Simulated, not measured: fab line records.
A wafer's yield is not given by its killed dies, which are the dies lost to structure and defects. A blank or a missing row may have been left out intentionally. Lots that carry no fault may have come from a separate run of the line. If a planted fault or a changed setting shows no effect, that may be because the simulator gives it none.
Which of the tools did it? + flow gf180mcu + 14 lots, 42 wafers sampled, at 2 steps of a route of 602

WHAT THE GAUGES SHOWED, per wafer
GF_V5_BOW_MEAS_05. Usual: V5_BOW gives 132 um (standard deviation 8.5).
| lot  | measured     | on           | V5_BOW (um) | flag |
|------|--------------|--------------|-------------|------|
| L762 | day 26 09:07 | filmMetro-01 | 136 145 130 |      |
| L763 | day 26 17:26 | filmMetro-01 | 145 136 142 |      |
| L764 | day 26 20:31 | filmMetro-01 | 141 129 134 |      |
| L766 | day 27 13:04 | filmMetro-01 | 133 132 128 |      |
| L767 | day 27 23:01 | filmMetro-03 | 120 136 135 |      |
| L770 | day 28 22:40 | filmMetro-03 | 122 124 127 |      |
| L777 | day 31 05:10 | filmMetro-01 | 120 134 131 |      |
| L778 | day 31 10:02 | filmMetro-03 | 137 141 135 |      |
| L782 | day 32 08:03 | filmMetro-01 | 130 132 132 |      |
| L783 | day 32 11:22 | filmMetro-02 | 143 136 144 |      |
| L784 | day 32 11:50 | filmMetro-02 | 133 128 122 |      |
| L785 | day 32 20:45 | filmMetro-01 | 121 127 123 |      |

TOOL THAT RAN EACH LOT (tool first, then ch and the chambers of the sampled wafers, then the start)
| lot  | GF_HV_LDD_DEVELOP_30             |
|------|----------------------------------|
| L762 | lithoTrack-02 ch 0, day 11 10:46 |
| L763 | lithoTrack-01 ch 0, day 11 19:54 |
| L764 | lithoTrack-02 ch 0, day 12 01:12 |
| L766 | lithoTrack-02 ch 0, day 12 13:40 |
| L767 | lithoTrack-01 ch 0, day 13 01:39 |
| L770 | lithoTrack-01 ch 0, day 14 03:39 |
| L774 | lithoTrack-01 ch 0, day 15 14:39 |
| L775 | lithoTrack-01 ch 0, day 16 03:37 |
| L777 | lithoTrack-02 ch 0, day 16 18:24 |
| L778 | lithoTrack-02 ch 0, day 16 23:24 |
| L782 | lithoTrack-02 ch 0, day 18 05:43 |
| L783 | lithoTrack-02 ch 0, day 18 09:22 |
| L784 | lithoTrack-02 ch 0, day 18 13:06 |
| L785 | lithoTrack-01 ch 0, day 19 00:00 |
- GF_HV_LDD_DEVELOP_30: develop time 60 s.

AS READ BY THE TOOLS THEMSELVES (means over the sampled wafers that have a number; for cases with no such wafer, the mark the record gives instead)
GF_HV_LDD_DEVELOP_30. Usual: 22.46 C for developerTempC, sd 0.097.
| lot  | tool          | developerTempC (C) | flag |
|------|---------------|--------------------|------|
| L762 | lithoTrack-02 | 22.60              |      |
| L763 | lithoTrack-01 | 22.39              |      |
| L764 | lithoTrack-02 | 22.40              |      |
| L766 | lithoTrack-02 | 22.54              |      |
| L767 | lithoTrack-01 | 22.39              |      |
| L770 | lithoTrack-01 | 22.51              |      |
| L774 | lithoTrack-01 | 22.46              |      |
| L775 | lithoTrack-01 | 22.56              |      |
| L777 | lithoTrack-02 | 22.35              |      |
| L778 | lithoTrack-02 | 22.46              |      |
| L782 | lithoTrack-02 | 22.34              |      |
| L783 | lithoTrack-02 | 22.42              |      |
| L784 | lithoTrack-02 | 22.49              |      |
| L785 | lithoTrack-01 | 22.55              |      |

THE ANSWER, worked out from the rows above alone
Rule: a lot is off if the mean of its wafers that have a number lies more than 3 standard deviations from the usual mean. Also off: a lot with no number at a reading for which 4 or more lots have one. Any other lot the step has rows for is counted as sound. The gauges are gone through in route order, then the tools' own readings, and for those a lot's mean is taken as printed above. At the first step where some lot is off, the reading lying furthest off is the one used; lots without a number count as furthest.
Nothing can be told from this: no lot is off at any reading shown.

WHAT THE SIMULATOR HAD INSERTED
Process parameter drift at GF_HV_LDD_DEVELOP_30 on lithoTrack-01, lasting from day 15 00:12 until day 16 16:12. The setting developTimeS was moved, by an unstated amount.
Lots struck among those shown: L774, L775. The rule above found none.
